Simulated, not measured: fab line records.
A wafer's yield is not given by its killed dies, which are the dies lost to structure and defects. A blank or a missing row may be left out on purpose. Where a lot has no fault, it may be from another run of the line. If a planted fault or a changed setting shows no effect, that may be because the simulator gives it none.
A struck lot beside a sound one :: flow gf180mcu :: 27 steps out of a route of 602
Sound: these wafers, L875.1, L875.2, L875.4. The struck wafers were L863.2, L863.4, L863.5. The cause is named last.
For every step that has rows: the tool of each side, followed by ch and its chambers, followed by its first start. Under that, the readings that differ: sound wafers :: struck wafers :: difference of the means :: sigmas: that difference in standard deviations of wafers without a fault.
alike: readings with means less than 2 such deviations apart, plus words and numbers identical on both sides. not compared: withheld readings, readings lacking a value on some wafer, bounds such as >300 that could conceal the same value, and numbers that have no deviation in the record and whose values overlap.
The two part at a step that has a row with sigmas, a row that says differs or no value, or rows on one side only. Numbers that have no deviation but don't overlap get no sigmas and don't part them. A reading that every wafer of one side lacks parts them only if that side has two wafers or more.

GF_V1_ETCH_16: etches BARC in N2/H2.
  sound on rie_diel-03 ch 1,2,3, day 24 10:14; struck on rie_diel-01 ch 1,2, day 20 01:25
  alike: bias_w, drypump_motor_current_A, oes_product_au, throttle_valve_pct
then, 5 steps without rows for these wafers: GF_V1_ETCH_17 (etches SiO2 in C4F8/O2/Ar, stops on TiN, target depth 630 nm); GF_V1_STRIP_18 (strips in O2/N2); GF_V1_STRIP_19 (strips in post etch residue remover, time 1200 s); GF_V1_CLEAN_20 (cleans in DIW); GF_V1_SPUTTER_21 (material Ti, target thk 15 nm, time 80.02 s).
GF_V1_SPUTTER_22: material TiN, target thk 10 nm, time 40 s.
  struck on pvd_sputter-03, day 20 02:17; sound on pvd_sputter-04, day 24 10:59
  alike: cathode_dc_power_W, chamber_pressure_pa, throttle_valve_pct
then, 1 step without rows for these wafers: GF_V1_CVD_23 (deposits W, target thk 350 nm, time 105.05 s).
GF_V1_RS_MEAS_24: uses a four-point probe to measure.
  struck on film_metro-02, day 20 02:28; sound on film_metro-01, day 24 11:08
  alike: V1_W_RS
GF_V1_THK_MEAS_25: measures by xrf.
  struck on film_metro-02, day 20 02:34; sound on film_metro-01, day 24 11:15
  alike: V1_W_THK
GF_V1_CMP_26: polishes, stops on SiO2, t overpolish 15 s, target thk 0 nm.
  sound on cmp-01 ch 0,1,2, day 24 11:22; struck on cmp-01 ch 1,2,3, day 20 02:37
  alike: head_pressure_psi, motor_current_A, overpolish_run_s, time_to_endpoint_s
then, 1 step without rows for these wafers: GF_M2_SPUTTER_00 (material Ti, target thk 37.5 nm, time 150 s).
GF_M2_SPUTTER_01: material TiN, target thk 30 nm, time 25 s.
  struck on pvd_sputter-01, day 20 03:01; sound on pvd_sputter-01, day 24 11:43
  no value came back on the struck wafers for cathode_dc_power_W (W), chamber_pressure_pa (Pa), throttle_valve_pct (%); on the sound wafers cathode_dc_power_W (W) reads 6499.2 6500.3 6499.1
then, 2 steps without rows for these wafers: GF_M2_SPUTTER_02 (material AlCu, target thk 450 nm, time 23.9 s); GF_M2_SPUTTER_03 (material Ti, target thk 10 nm, time 6.7 s).
GF_M2_SPUTTER_04: material TiN, target thk 50 nm, time 41.7 s.
  struck on pvd_sputter-01, day 20 03:06; sound on pvd_sputter-01, day 24 11:47
  alike: cathode_dc_power_W, chamber_pressure_pa, throttle_valve_pct
then, 7 steps without rows for these wafers: GF_M2_DEHYDRATE_07 (time 60 s); GF_M2_HMDS_08 (prime time 60 s); GF_M2_COAT_09 (resist thk 980.4 nm); GF_M2_SOFTBAKE_10 (time 60 s); GF_M2_EXPOSE_11 (exposes mask Metal2, target cd 280 nm); GF_M2_PEB_12 (peb time 90 s); GF_M2_DEVELOP_13 (develop time 60 s).
GF_M2_CD_MEAS_14 targets a cd of 280 nm.
  struck on cd_sem-01, day 21 03:28; sound on cd_sem-01, day 25 08:15
  alike: cd_nm
GF_M2_OVL_MEAS_15:
  struck on overlay-01, day 21 03:35; sound on overlay-01, day 25 08:22
  alike: M2_OVL
GF_M2_METAL_ETCH_16: etches the open film in Cl2/BCl3, stops on SiO2, target depth 627.5 nm, time 104.6 s.
  sound on rie_metal-03 ch 0,1, day 25 08:24; struck on rie_metal-02 ch 0,1, day 21 03:37
reading: oes_product_au (a.u.)
sound: 0.966 0.982 0.983
struck: 0.953 0.956 0.958
difference: -0.021
sigmas: -4

reading: throttle_valve_pct (%)
sound: 28.254 28.248 28.236
struck: 28.292 28.262 28.272
difference: +0.029
sigmas: +3
  alike: bias_w, drypump_motor_current_A
  not compared: rf_hours_counter_h
GF_M2_STRIP_17: strips in O2/N2.
  sound on plasma_asher-04 ch 0,1, day 25 08:31; struck on plasma_asher-04 ch 0,1, day 21 03:43
reading: strip_time_to_endpoint_s (s)
sound: 7.69 7.65 7.63
struck: 7.72 7.74 7.75
difference: +0.08
sigmas: +2
  alike: drypump_motor_current_A, heater_power_w, o2_flow_sccm, oes_product_au
  not compared: rf_hours_counter_h

== WHERE THEY PART ==
First at GF_M2_SPUTTER_01; last, within this record, at GF_M2_STRIP_17.

WHY: whatever the simulator had introduced
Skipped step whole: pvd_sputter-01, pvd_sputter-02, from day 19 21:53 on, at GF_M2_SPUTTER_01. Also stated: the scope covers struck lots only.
